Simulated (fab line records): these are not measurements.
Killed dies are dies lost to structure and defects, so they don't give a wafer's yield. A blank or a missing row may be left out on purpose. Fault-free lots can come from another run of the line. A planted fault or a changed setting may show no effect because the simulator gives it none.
2 desks, one fault | flow gf180mcu | what lay behind the numbers comes last; until then each desk has only its own

DESK OF THE TOOL OWNER: furnace-01
The tool's own readings at GF_STI_OXIDATION_29 (stabilise 600 s, purge 300 s, target thk 10 nm): means of the sampled wafers that have a number, for each lot that ran on this tool. Marked OUT: a lot whose mean sits more than 4 standard deviations from the usual mean, which makes it out of limits; the brackets give that distance.
Columns: A = zone-power-centre-pct at GF_STI_OXIDATION_29, usual 17.2 %
lot  | first seen here | A
L789 | day 2 15:37     | 15.5
L792 | day 3 00:41     | 15.4
L793 | day 3 04:48     | 15.5
L794 | day 3 04:48     | 15.6
L795 | day 3 14:51     | 15.5
L797 | day 3 23:19     | 15.4
L798 | day 4 03:24     | 15.5
L800 | day 4 15:28     | 15.6
L802 | day 5 00:49     | 15.6
L807 | day 6 02:01     | 15.4
Result from this desk: across the 10 lots, nothing is out of limits.

METROLOGY DESK
What the gauges read, lot by lot, whatever tool the lot ran on: means of the sampled wafers that have a number. Marked OUT: a lot whose mean sits more than 4 standard deviations from the usual mean, which makes it out of limits; the brackets give that distance.
Columns: A = STI_OXIDATION_02_THK at GF_STI_THK_MEAS_30, usual 10.00 nm; B = DUAL_GATE_OXIDATION_00_THK at GF_DUAL_GATE_THK_MEAS_03, usual 10.85 nm; C = HV_LDD_02_OVL at GF_HV_LDD_OVL_MEAS_32, usual 1.1 nm
lot  | first seen here | A               | B     | C
L789 | day 2 17:00     | 10.09           | 10.89 | 1.0
L790 | day 2 22:02     | 10.10           | 10.56 | 2.8
L792 | day 3 02:05     | 10.07           | 11.00 | 1.0
L793 | day 3 06:11     | 10.00           | 10.79 | 0.6
L794 | day 3 06:12     | 9.79            | 10.35 | 0.6
L795 | day 3 16:16     | 9.87            | 11.05 | 1.2
L796 | day 3 20:52     | 10.16           | 11.17 | 1.5
L797 | day 4 00:43     | 10.11           | 10.95 | 1.8
L798 | day 4 04:48     | 10.06           | 11.01 | 0.9
L800 | day 4 16:52     | 10.44           | 10.74 | 0.4
L802 | day 5 02:12     | 15.67 (+28) OUT | 10.66 | 1.4
L807 | day 6 03:25     | 15.62 (+28) OUT | 10.71 | -0.5
L809 | day 6 12:59     | 9.96            | 10.83 | 0.4
Per this desk, out of limits: L802, L807; the first was L802, day 5 02:12 (STI_OXIDATION_02_THK at GF_STI_THK_MEAS_30). In limits: L789, L790, L792, L793, L794, L795, L796, L797, L798, L800, L809.

BROUGHT TOGETHER
Metrology desk: alarm possible at day 5 02:12 on L802, L807.
The tool owner's desk saw nothing out of limits.
The tool owner's desk has L802, L807 on record, within its limits.
The lots listed all ran GF_STI_OXIDATION_29 on furnace-01.

WHAT WAS PUT IN BY THE SIMULATOR
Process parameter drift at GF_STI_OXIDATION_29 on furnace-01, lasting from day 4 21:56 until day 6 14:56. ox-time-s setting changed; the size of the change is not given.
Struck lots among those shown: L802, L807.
Per desk, hours elapsed from the start of the fault to the first reading out of limits: for the metrology desk, 4.
